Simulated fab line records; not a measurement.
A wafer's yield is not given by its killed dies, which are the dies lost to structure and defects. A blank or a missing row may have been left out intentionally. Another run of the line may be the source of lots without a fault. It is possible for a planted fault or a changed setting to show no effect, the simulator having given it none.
The tool behind it: which one? + flow sky130 + 33 wafers sampled from 11 lots at 1 step of a route of 708

WHAT EACH GAUGE READ, for each wafer
SKY_VT_ADJUST_NCORE_OVL_MEAS_08.
| lot  | measured     | on         | VT_ADJUST_NCORE_OVL (nm) |
|------|--------------|------------|--------------------------|
| L911 | day 8 17:10  | overlay-02 | 0.3 -0.5 -1.1            |
| L913 | day 9 05:07  | overlay-01 | 2.5 0.0 1.2              |
| L914 | day 9 11:33  | overlay-02 | 3.7 4.3 3.5              |
| L915 | day 9 17:45  | overlay-02 | 2.9 1.8 1.6              |
| L916 | day 10 02:30 | overlay-01 | 0.3 2.0 -0.7             |
| L922 | day 11 22:17 | overlay-02 | 1.9 0.7 1.2              |
| L923 | day 12 10:40 | overlay-02 | 2.5 1.9 3.3              |
| L930 | day 14 09:42 | overlay-01 | 2.4 3.2 0.5              |
| L931 | day 14 10:14 | overlay-02 | 2.5 1.6 2.0              |
| L933 | day 15 02:38 | overlay-02 | 3.4 3.5 2.7              |
| L934 | day 15 11:33 | overlay-01 | 0.7 -0.8 -1.2            |

TOOL THAT RAN EACH LOT (tool first, then ch and the chambers of the sampled wafers, then the start)
No process step before these readings appears in the record.

THE ANSWER, worked out from the rows above alone
Rule: the usual values come from the lots themselves. Put in order of their means at a reading, lots are off if they are a third of the lots or fewer, leave a main group of 4 or more, and stand apart from it by a gap of 3 or more times the standard deviation of the main group's means; of several such gaps the widest counts. Not used: any main group whose means are identical at the precision the tables above print for the reading. Also off: a lot with no number at a reading for which 4 or more lots have one. Any other lot the step has rows for is counted as sound.
Nothing can be told from this: no lot is off at any reading shown.

WHAT HAD BEEN PUT IN BY THE SIMULATOR
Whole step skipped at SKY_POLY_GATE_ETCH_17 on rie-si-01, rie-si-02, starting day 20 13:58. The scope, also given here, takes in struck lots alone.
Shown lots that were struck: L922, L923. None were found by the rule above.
